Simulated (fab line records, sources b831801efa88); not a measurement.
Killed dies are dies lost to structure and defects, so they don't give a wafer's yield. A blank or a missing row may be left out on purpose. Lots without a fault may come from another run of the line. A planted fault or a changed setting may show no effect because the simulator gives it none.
Problem report in the 8D (eight disciplines) form, filled by code | flow sfq_line | the parts of the form that need people (team, actions taken, sign-off) are left out

1. THE PROBLEM
tube_center_temp_C at SFQ_TRILAYER_INCOMING_OXIDATION_002 reads a mean of 993 C on 6 wafers of 2 lots; wafers without a fault read 1000 C with a standard deviation of 0.091. That is -82 standard deviations from the usual mean.
The step: target thk 500 nm, ox time 4939 s.
First seen on wafer L733.3, day 4 18:13, on furnace-02. The record holds 42 wafers of 14 lots with a number at this step. Rule for "out", or "out of limits": more than 4 standard deviations from the usual mean. The other wafers with a number count as sound.

2. WHAT IT IS AND WHAT IT IS NOT
question                    | is                                                                                                | is not
which readings at this step | tube_center_temp_C, spike_tc_centre_C, spike_tc_lower_C, spike_tc_upper_C, tube_center_temp_C_max | zone_power_upper_pct
which lots                  | L733, L735                                                                                        | L717, L718, L720, L721, L722, L723, L726, L727, L731, L736, L738, L740
which wafers of those lots  | all that have a number                                                                            | -
read on which tools         | furnace-02                                                                                        | furnace-01
when                        | from day 4 18:13                                                                                  | up to then (27 sound wafers); but 9 sound wafers of L736, L738, L740 came after

3. SUSPECTS, AND WHAT RULES EACH OUT
Counting: a tool at a process step up to the reading stays a suspect if it ran every lot that is out and no sound lot after the first of them.
- furnace-02 at SFQ_TRILAYER_INCOMING_OXIDATION_002 (target thk 500 nm, ox time 4939 s): kept. It ran every lot that is out, first L733 (day 4 18:13), and no sound lot after that; its last sound lot up to then is L731 (day 4 08:07). Its own readings are out on those wafers: spike_tc_centre_C, spike_tc_lower_C, spike_tc_upper_C, tube_center_temp_C, tube_center_temp_C_max.
Left after counting: furnace-02 at SFQ_TRILAYER_INCOMING_OXIDATION_002.

4. THE CAUSE (what the simulator had put in)
Process parameter drift: furnace-02, from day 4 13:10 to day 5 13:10, at SFQ_TRILAYER_INCOMING_OXIDATION_002. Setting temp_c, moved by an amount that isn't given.
Counting left only this tool.

5. THE CHAIN OF EFFECTS, in route order
Each row: a reading whose mean over the struck wafers that have a number lies more than 3 standard deviations from the usual. Only readings for which the record gives a usual standard deviation are gone through. hours: the time from each lot's start at the first step in this table that gives one to its start at this step, as a median over the lots. sigmas: the change in usual standard deviations.
hours | step                                | reading                | usual    | on struck wafers | change | sigmas
0     | SFQ_TRILAYER_INCOMING_OXIDATION_002 | spike_tc_centre_C      | 1000.3 C | 992.6            | -7.6   | -5.5
0     | SFQ_TRILAYER_INCOMING_OXIDATION_002 | spike_tc_lower_C       | 1000.0 C | 992.4            | -7.6   | -7.9
0     | SFQ_TRILAYER_INCOMING_OXIDATION_002 | spike_tc_top_C         | 1009.2 C | 999.2            | -10.0  | -3.7
0     | SFQ_TRILAYER_INCOMING_OXIDATION_002 | spike_tc_upper_C       | 999.5 C  | 992.3            | -7.2   | -7.2
0     | SFQ_TRILAYER_INCOMING_OXIDATION_002 | tube_center_temp_C     | 1000 C   | 993              | -7     | -82
0     | SFQ_TRILAYER_INCOMING_OXIDATION_002 | tube_center_temp_C_max | 1002.6   | 995.0            | -7.6   | -18
The process steps in it:
- SFQ_TRILAYER_INCOMING_OXIDATION_002: target thk 500 nm, ox time 4939 s.

6. WHAT WOULD HAVE CAUGHT IT SOONER
In this record the first reading out of limits was taken at day 4 18:13, 5 hours after the fault began at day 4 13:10.
